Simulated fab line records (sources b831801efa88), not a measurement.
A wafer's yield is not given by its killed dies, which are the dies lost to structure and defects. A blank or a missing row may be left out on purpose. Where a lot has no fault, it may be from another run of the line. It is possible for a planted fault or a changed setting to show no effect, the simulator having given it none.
Chamber matching -- flow sky130 -- SKY_VIA1_ETCH_14 on rie diel-01 has 4 sister chambers
The step etches BARC in N2/H2, stops on SiO2, time 45.9 s, target depth 60 nm. 8 wafers are shown with their chamber, then 8 later ones without.

== EACH WAFER AND ITS CHAMBER ==
wafer,chamber,drypump motor current A (A),throttle valve pct (%)
L081.6,1,4.9,13.220
L082.5,1,5.0,13.211
L082.6,2,5.8,13.224
L083.4,2,5.8,13.216
L092.2,0,5.9,13.230
L092.4,3,5.7,13.237
L092.5,0,5.9,13.224
L094.4,3,5.7,13.213

== WAFERS WITH NO CHAMBER GIVEN ==
wafer,drypump motor current A (A),throttle valve pct (%)
L094.5,4.9,13.224
L094.6,5.9,13.211
L096.1,5.0,13.220
L096.5,5.8,13.213
L096.6,5.7,13.218
L097.1,5.9,13.215
L097.4,5.0,13.231
L097.6,5.8,13.220

== WHICH CHAMBER EACH WENT THROUGH ==
wafer,from the rows above,in truth
L094.5,1,1
L094.6,can't be placed: 0 or 2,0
L096.1,1,1
L096.5,2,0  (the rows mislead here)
L096.6,3,3
L097.1,can't be placed: 0 or 2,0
L097.4,1,1
L097.6,2,2
Correctly placed: 5 of 8. Cannot be placed on the basis of these rows: 2; the candidates contain the true chamber in 2. Number placed wrongly: 1.
How it was worked out, from the rows above alone: a wafer's distance from a chamber is the root of the sum, over the readings, of the square of ((its reading less the chamber's mean) divided by the reading's scatter). The wafer belongs to the nearest chamber; if the next one is less than 2 further off, it can't be placed. A chamber's mean is the mean of its shown wafers. How the scatter is found: for the shown wafers, subtract from each reading the mean of its chamber, square and add these, divide the total by (wafers less chambers), then take the root.
